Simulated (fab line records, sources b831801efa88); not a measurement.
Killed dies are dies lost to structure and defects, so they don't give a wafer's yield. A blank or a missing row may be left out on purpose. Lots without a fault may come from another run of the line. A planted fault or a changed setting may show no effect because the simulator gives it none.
Which tool did it? | flow sky130 | 12 lots, 36 wafers sampled, at 3 steps of a route of 708

WHAT THE GAUGES READ, wafer by wafer
SKY_NWELL_THK_MEAS_02. Usual: NWELL_OXIDATION_THK 10.00 nm, standard deviation 0.18.
lot  | measured    | on            | NWELL_OXIDATION_THK (nm) | flag
L989 | day 2 12:50 | film_metro-04 | 10.05 9.94 10.19         |
L990 | day 2 17:03 | film_metro-04 | 10.24 10.23 10.22        |
L991 | day 2 23:05 | film_metro-02 | 10.15 10.08 10.04        |
L993 | day 3 13:07 | film_metro-04 | 10.12 10.24 10.23        |
L994 | day 3 17:43 | film_metro-02 | 10.24 10.10 10.11        |
L997 | day 4 06:54 | film_metro-02 | 9.63 9.60 9.90           |
L998 | day 4 11:22 | film_metro-02 | 10.13 10.05 10.11        |
L101 | day 5 09:26 | film_metro-02 | 9.93 9.73 9.63           |
L103 | day 5 13:50 | film_metro-02 | 9.80 9.98 9.93           |
L104 | day 5 17:38 | film_metro-04 | 9.87 9.86 10.03          |
L107 | day 6 14:46 | film_metro-01 | 9.97 9.94 9.89           |
L108 | day 6 18:50 | film_metro-04 | 10.04 10.19 10.30        |

SKY_LDD_P_CD_MEAS_07: target cd 380 nm. Usual: cd_nm 380.1 nm, standard deviation 2.2.
lot  | measured     | on        | cd_nm (nm)        | flag
L989 | day 18 22:46 | cd_sem-02 | 379.9 378.9 380.1 |
L990 | day 19 09:41 | cd_sem-02 | 382.4 379.3 378.1 |
L991 | day 20 04:49 | cd_sem-01 | 384.7 384.3 385.3 |
L993 | day 20 22:16 | cd_sem-02 | 379.3 380.3 380.3 |
L994 | day 21 05:54 | cd_sem-01 | 378.8 382.0 383.1 |
L997 | day 21 22:17 | cd_sem-01 | 377.8 376.3 376.8 |
L998 | day 22 07:50 | cd_sem-02 | 380.0 382.1 380.2 |
L101 | day 23 16:47 | cd_sem-01 | 379.0 379.2 379.4 |
L103 | day 24 03:34 | cd_sem-01 | 388.8 381.5 382.4 |
L104 | day 24 09:31 | cd_sem-02 | 391.7 381.1 384.5 |
L107 | day 25 13:55 | cd_sem-01 | 379.0 376.0 377.0 |
L108 | day 25 22:55 | cd_sem-01 | 381.5 379.9 378.7 |

WHICH TOOL RAN EACH LOT (tool, then ch and the chambers of the sampled wafers, then the start)
lot  | SKY_LDD_P_DEVELOP_06
L989 | litho_track-02 ch 0, day 18 22:37
L990 | litho_track-04 ch 0, day 19 09:32
L991 | litho_track-04 ch 0, day 20 04:41
L993 | litho_track-02 ch 0, day 20 22:07
L994 | litho_track-02 ch 0, day 21 05:46
L997 | litho_track-01 ch 0, day 21 22:09
L998 | litho_track-02 ch 0, day 22 07:41
L101 | litho_track-02 ch 0, day 23 16:38
L103 | litho_track-02 ch 0, day 24 03:25
L104 | litho_track-02 ch 0, day 24 09:22
L107 | litho_track-01 ch 0, day 25 13:46
L108 | litho_track-01 ch 0, day 25 22:46
- SKY_LDD_P_DEVELOP_06: develop time 60 s.

WHAT THE TOOLS THEMSELVES READ (means of the sampled wafers that have a number; where no wafer has one, the mark that the record gives instead)
SKY_LDD_P_DEVELOP_06. Usual: resist_line_temp_C 23.00 C, standard deviation 0.1.
lot  | tool           | resist_line_temp_C (C) | flag
L989 | litho_track-02 | 23.07                  |
L990 | litho_track-04 | 22.95                  |
L991 | litho_track-04 | 22.84                  |
L993 | litho_track-02 | 23.09                  |
L994 | litho_track-02 | 23.00                  |
L997 | litho_track-01 | 22.93                  |
L998 | litho_track-02 | 22.90                  |
L101 | litho_track-02 | 22.88                  |
L103 | litho_track-02 | 23.05                  |
L104 | litho_track-02 | 23.09                  |
L107 | litho_track-01 | 22.94                  |
L108 | litho_track-01 | 22.98                  |

THE ANSWER, worked out from the rows above alone
Rule: a lot is off if the mean of its wafers that have a number lies more than 3 standard deviations from the usual mean. A lot without any number at a reading at which 4 lots or more have one is off too. The other lots that the step has rows for count as sound. The gauges are gone through in route order, then the tools' own readings, and for those a lot's mean is taken as printed above. The first step at which some lot is off is used, and at that step the reading that is off furthest; a lot without a number counts as furthest.
No lot is off at any reading shown: from this, nothing can be told.

WHAT THE SIMULATOR HAD PUT IN
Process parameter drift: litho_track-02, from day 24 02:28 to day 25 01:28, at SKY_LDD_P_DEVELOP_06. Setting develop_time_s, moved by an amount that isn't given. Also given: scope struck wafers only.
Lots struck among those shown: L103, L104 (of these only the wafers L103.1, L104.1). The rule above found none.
